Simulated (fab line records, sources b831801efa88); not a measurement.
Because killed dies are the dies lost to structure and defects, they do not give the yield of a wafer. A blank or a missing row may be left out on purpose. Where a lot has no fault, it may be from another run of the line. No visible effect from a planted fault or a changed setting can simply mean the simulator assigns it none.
The tool behind it: which one? :: flow gf180mcu :: 13 lots, 39 wafers sampled, at 1 step of a route of 602

== WHAT EACH GAUGE READ, for each wafer ==
GF_CONTACT_BOW_MEAS_05. Usual: CONTACT_BOW typically reads 65 um, with standard deviation 8.
lot: L908
measured: day 16 05:58
on: filmMetro-03
CONTACT_BOW (um): 57 62 69
flag: 

lot: L911
measured: day 17 11:10
on: filmMetro-01
CONTACT_BOW (um): 75 65 56
flag: 

lot: L914
measured: day 18 18:51
on: filmMetro-01
CONTACT_BOW (um): 61 65 66
flag: 

lot: L912
measured: day 18 19:10
on: filmMetro-02
CONTACT_BOW (um): 65 62 63
flag: 

lot: L913
measured: day 18 19:28
on: filmMetro-02
CONTACT_BOW (um): 72 72 61
flag: 

lot: L915
measured: day 19 14:43
on: filmMetro-03
CONTACT_BOW (um): 72 75 52
flag: 

lot: L916
measured: day 19 17:58
on: filmMetro-03
CONTACT_BOW (um): 68 63 58
flag: 

lot: L919
measured: day 20 02:54
on: filmMetro-02
CONTACT_BOW (um): 78 67 65
flag: 

lot: L918
measured: day 20 04:37
on: filmMetro-02
CONTACT_BOW (um): 61 69 68
flag: 

lot: L922
measured: day 20 21:55
on: filmMetro-01
CONTACT_BOW (um): 58 51 72
flag: 

lot: L925
measured: day 21 20:50
on: filmMetro-01
CONTACT_BOW (um): 65 60 69
flag: 

lot: L927
measured: day 22 14:03
on: filmMetro-01
CONTACT_BOW (um): 58 63 70
flag: 

lot: L928
measured: day 22 23:29
on: filmMetro-03
CONTACT_BOW (um): 69 65 61
flag: 

== WHAT TOOL EACH LOT RAN ON (gives the tool, then ch and the chambers of the sampled wafers, and finally the start) ==
The record holds no process step before these readings.

== AS READ BY THE TOOLS THEMSELVES (means over the sampled wafers that have a number; for cases with no such wafer, the mark the record gives instead) ==
The record holds no such reading with a usual standard deviation.

== THE ANSWER, worked out from the rows above alone ==
Rule: lot off if the mean of its wafers having a number is beyond 3 standard deviations from the usual mean. Also off: a lot with no number at a reading for which 4 or more lots have one. All remaining lots with rows at the step are treated as sound. Order of review: gauges by route order, followed by the tools' own readings, for which a lot's mean as printed above is used. The first step at which some lot is off is used, and at that step the reading that is off furthest; a lot without a number counts as furthest.
No lot is off at any reading shown: from this, nothing can be told.

== WHAT THE SIMULATOR HAD INSERTED ==
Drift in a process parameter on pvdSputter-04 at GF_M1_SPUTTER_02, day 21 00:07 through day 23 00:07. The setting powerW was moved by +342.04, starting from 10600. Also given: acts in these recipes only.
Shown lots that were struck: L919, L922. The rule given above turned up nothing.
